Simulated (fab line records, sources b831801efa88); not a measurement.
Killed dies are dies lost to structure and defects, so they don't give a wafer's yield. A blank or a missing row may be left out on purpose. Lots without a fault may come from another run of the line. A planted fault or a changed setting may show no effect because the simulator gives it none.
Which tool did it? | flow sky130 | 6 lots, 18 wafers sampled, at 3 steps of a route of 708

WHAT THE GAUGES READ, wafer by wafer
SKY_LDD_P_CD_MEAS_07: target cd 380 nm.
lot  | measured     | on        | cd_nm (nm)
L825 | day 19 01:34 | cd_sem-01 | 379.7 377.5 377.6
L827 | day 20 04:40 | cd_sem-01 | 381.1 380.8 382.4
L833 | day 22 13:39 | cd_sem-01 | 374.9 376.1 375.1
L839 | day 25 00:40 | cd_sem-01 | 378.5 381.8 380.2
L843 | day 26 09:16 | cd_sem-01 | 375.4 378.1 378.3
L846 | day 27 07:46 | cd_sem-01 | 380.9 378.5 378.2

WHICH TOOL RAN EACH LOT (tool, then ch and the chambers of the sampled wafers, then the start)
lot  | SKY_RES_PROTECT_STRIP_07             | SKY_LDD_N_STRIP_16
L825 | plasma_asher-03 ch 0,1, day 15 03:01 | plasma_asher-04 ch 0,1, day 17 19:10
L827 | plasma_asher-03 ch 1, day 16 02:07   | plasma_asher-02 ch 0,1, day 18 21:25
L833 | plasma_asher-03 ch 0,1, day 18 12:37 | plasma_asher-01 ch 0,1, day 21 06:55
L839 | plasma_asher-03 ch 0,1, day 20 23:59 | plasma_asher-02 ch 0,1, day 23 19:04
L843 | plasma_asher-02 ch 0,1, day 22 10:22 | plasma_asher-02 ch 0,1, day 25 03:56
L846 | plasma_asher-03 ch 0,1, day 23 09:04 | plasma_asher-02 ch 0,1, day 26 02:55
- SKY_RES_PROTECT_STRIP_07: strips in O2/N2.
- SKY_LDD_N_STRIP_16: strips in O2/N2.

THE ANSWER, worked out from the rows above alone
Rule: what is usual is taken from the lots themselves. Put in order of their means at a reading, lots are off if they are a third of the lots or fewer, leave a main group of 4 or more, and stand apart from it by a gap of 3 or more times the standard deviation of the main group's means; of several such gaps the widest counts. A main group whose means are all the same, to the digits that the tables above print for the reading, isn't used. A lot without any number at a reading at which 4 lots or more have one is off too. The other lots that the step has rows for count as sound.
No lot is off at any reading shown: from this, nothing can be told.

WHAT THE SIMULATOR HAD PUT IN
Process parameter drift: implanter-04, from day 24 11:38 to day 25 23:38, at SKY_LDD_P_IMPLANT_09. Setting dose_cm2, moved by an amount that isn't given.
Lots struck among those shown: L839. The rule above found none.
